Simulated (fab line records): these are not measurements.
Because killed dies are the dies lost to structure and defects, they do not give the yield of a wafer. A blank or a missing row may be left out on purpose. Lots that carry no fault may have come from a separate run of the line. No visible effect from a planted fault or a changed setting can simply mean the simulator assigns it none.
Chamber matching | flow sky130 | SKY_METAL3_ETCH_17 on rie-diel-01 has 4 sister chambers
The step etches SiO2 in C4F8/O2/Ar, stops on TiN, time 3.9 s, target depth 15 nm. 8 wafers are shown with their chamber, then 9 later ones without.

## WAFERS WITH THEIR CHAMBER
wafer  | chamber | oes-product-au (a.u.)
L483.3 | 2       | 0.755
L488.3 | 3       | 0.746
L488.5 | 3       | 0.749
L490.3 | 1       | 0.753
L490.5 | 0       | 0.772
L496.1 | 2       | 0.742
L496.2 | 0       | 0.741
L496.4 | 1       | 0.758

## WAFERS MISSING THEIR CHAMBER
wafer  | oes-product-au (a.u.)
L498.2 | 0.744
L498.3 | 0.736
L498.4 | 0.747
L501.4 | 0.763
L501.5 | 0.750
L501.6 | 0.753
L502.1 | 0.746
L502.3 | 0.749
L502.4 | 0.747

## WHICH CHAMBER EACH WENT THROUGH
wafer  | from the rows above               | in truth
L498.2 | can't be placed: 3 or 2 or 1 or 0 | 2
L498.3 | can't be placed: 3 or 2 or 1 or 0 | 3
L498.4 | can't be placed: 3 or 2 or 1 or 0 | 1
L501.4 | can't be placed: 0 or 1 or 2 or 3 | 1
L501.5 | can't be placed: 2 or 3 or 1 or 0 | 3
L501.6 | can't be placed: 1 or 0 or 2 or 3 | 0
L502.1 | can't be placed: 3 or 2 or 1 or 0 | 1
L502.3 | can't be placed: 2 or 3 or 1 or 0 | 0
L502.4 | can't be placed: 3 or 2 or 1 or 0 | 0
0 of 9 placed correctly. Cannot be placed on the basis of these rows: 9; the candidates contain the true chamber in 9. Placed wrongly: 0.
How it was worked out, from the rows above alone: a wafer's distance from a chamber is the root of the sum, over the readings, of the square of ((its reading less the chamber's mean) divided by the reading's scatter). If the next closest chamber is less than 2 further off than the closest, the wafer can't be placed; otherwise it belongs to the closest. Each chamber's mean is taken over the wafers shown for it. The scatter: take each reading less its chamber's mean, square it, sum over the shown wafers, divide by the number of wafers less the number of chambers, and take the root.
